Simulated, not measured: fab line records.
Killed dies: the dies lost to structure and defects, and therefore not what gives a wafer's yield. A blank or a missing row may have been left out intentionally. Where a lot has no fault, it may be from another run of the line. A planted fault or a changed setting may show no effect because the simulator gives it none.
Struck lot and sound lot, side by side -- flow sky130 -- 15 out of 708 route steps
Sound: these wafers, L274.2, L274.4, L274.5. Wafers L267.2, L267.5, L267.6 were the ones struck. The cause comes at the end.
Order at every step that has rows: each side's tool, ch and its chambers, its first start. Under that, the readings that differ: sound wafers -- struck wafers -- difference of the means -- sigmas: that difference in standard deviations of wafers without a fault.
alike: same words and numbers on both sides, and readings whose means sit less than 2 such deviations apart. not compared: any withheld reading, any reading some wafer has no value for, any bound like >300 that may hide the same value, and any number with overlapping values for which the record gives no deviation.
A row with sigmas, a row that says differs or no value, or rows on one side alone: a step with any of these is where the two part. Numbers that don't overlap but have no deviation are shown without sigmas and don't part them. Lack of a reading on every wafer of one side parts them only where that side has two or more wafers.

first, 1 step without rows for these wafers: SKY_VT_ADJUST_HVTP_IMPLANT_09.
SKY_VT_ADJUST_HVTP_STRIP_10: strips in O2/N2.
  sound on plasma-asher-01 ch 0,1, day 11 09:07; struck on plasma-asher-03 ch 0,1, day 8 19:19
reading,sound,struck,difference,sigmas
drypump-motor-current-A (A),5.49 5.20 5.28,6.23 6.23 5.83,+0.77,+3
  alike: o2-flow-sccm, oes-product-au, strip-time-to-endpoint-s
  not compared: rf-hours-counter-h
SKY_VT_ADJUST_HVTP_TW_MEAS_11:
  sound: film-metro-03 at day 11 09:13; struck: film-metro-01 at day 8 19:25
  alike: VT_ADJUST_HVTP_TW
then, 7 steps without rows for these wafers: SKY_VT_ADJUST_LVTN_DEHYDRATE_00 (time 60 s); SKY_VT_ADJUST_LVTN_HMDS_01 (prime time 60 s); SKY_VT_ADJUST_LVTN_COAT_02 (resist thk 3000 nm); SKY_VT_ADJUST_LVTN_SOFTBAKE_03; SKY_VT_ADJUST_LVTN_EXPOSE_04 (exposes mask NWM COMPLEMENT LESS NATIVE, target cd 840 nm); SKY_VT_ADJUST_LVTN_PEB_05; SKY_VT_ADJUST_LVTN_DEVELOP_06 (develop time 60 s).
SKY_VT_ADJUST_LVTN_OVL_MEAS_07:
  sound: overlay-01 at day 12 08:20; struck: overlay-01 at day 9 17:04
  alike: VT_ADJUST_LVTN_OVL
then, 1 step without rows for these wafers: SKY_VT_ADJUST_LVTN_IMPLANT_08.
SKY_VT_ADJUST_LVTN_STRIP_09: strips in O2/N2.
  sound on plasma-asher-03 ch 1, day 12 08:31; struck on plasma-asher-02 ch 0,1, day 9 17:14
reading,sound,struck,difference,sigmas
o2-flow-sccm (sccm),2993 2984 2991,3600 3604 3591,+609,+61
strip-time-to-endpoint-s (s),37.03 37.00 37.01,36.69 36.61 36.54,-0.40,-4
  alike: drypump-motor-current-A, oes-product-au
  not compared: rf-hours-counter-h
SKY_VT_ADJUST_LVTN_TW_MEAS_10:
  sound: film-metro-01 at day 12 08:38; struck: film-metro-01 at day 9 17:21
  alike: VT_ADJUST_LVTN_TW
-- a jump in the record: the struck wafers' starts before and after are 39 days apart (it breaks off in module VT_ADJUST_LVTN and resumes in module PAD_OPEN, where the first step shown is number 708 of the route) --
SKY_PAD_OPEN_PROBE_99:
  record: rows for the struck wafers here (prober-01, day 48 14:29), none for the sound ones

WHERE THEY PART
Earliest at SKY_VT_ADJUST_HVTP_STRIP_10; latest, in this record, at SKY_PAD_OPEN_PROBE_99.

WHY: the cause the simulator had injected
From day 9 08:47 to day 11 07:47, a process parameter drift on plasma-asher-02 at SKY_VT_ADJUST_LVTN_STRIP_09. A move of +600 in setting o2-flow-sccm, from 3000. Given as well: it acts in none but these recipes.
